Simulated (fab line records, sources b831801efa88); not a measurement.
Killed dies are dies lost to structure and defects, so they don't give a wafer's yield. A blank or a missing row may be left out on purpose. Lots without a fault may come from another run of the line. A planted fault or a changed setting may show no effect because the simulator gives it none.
Which tool did it? | flow gf180mcu | 12 lots, 36 wafers sampled, at 1 step of a route of 602

WHAT THE GAUGES READ, wafer by wafer
GF_M1_RS_MEAS_05: measures by four-point-probe.
lot  | measured     | on            | M1_ALCU_RS (ohm/sq)
L075 | day 15 13:53 | film_metro-01 | 0.0692 0.0701 0.0696
L077 | day 16 09:59 | film_metro-02 | 0.0702 0.0705 0.0695
L079 | day 17 01:05 | film_metro-02 | 0.0688 0.0690 0.0701
L081 | day 20 00:03 | film_metro-01 | 0.0684 0.0687 0.0675
L084 | day 20 03:58 | film_metro-04 | 0.0686 0.0690 0.0697
L085 | day 20 09:21 | film_metro-02 | 0.0701 0.0708 0.0708
L087 | day 21 00:37 | film_metro-02 | 0.0687 0.0699 0.0687
L089 | day 22 00:34 | film_metro-02 | 0.0701 0.0705 0.0702
L091 | day 22 19:13 | film_metro-02 | 0.0703 0.0700 0.0709
L094 | day 23 21:59 | film_metro-01 | 0.0687 0.0698 0.0690
L095 | day 24 07:02 | film_metro-02 | 0.0690 0.0699 0.0684
L096 | day 24 19:55 | film_metro-01 | 0.0690 0.0691 0.0689

WHICH TOOL RAN EACH LOT (tool, then ch and the chambers of the sampled wafers, then the start)
The record holds no process step before these readings.

THE ANSWER, worked out from the rows above alone
Rule: what is usual is taken from the lots themselves. Put in order of their means at a reading, lots are off if they are a third of the lots or fewer, leave a main group of 4 or more, and stand apart from it by a gap of 3 or more times the standard deviation of the main group's means; of several such gaps the widest counts. A main group whose means are all the same, to the digits that the tables above print for the reading, isn't used. A lot without any number at a reading at which 4 lots or more have one is off too. The other lots that the step has rows for count as sound.
No lot is off at any reading shown: from this, nothing can be told.

WHAT THE SIMULATOR HAD PUT IN
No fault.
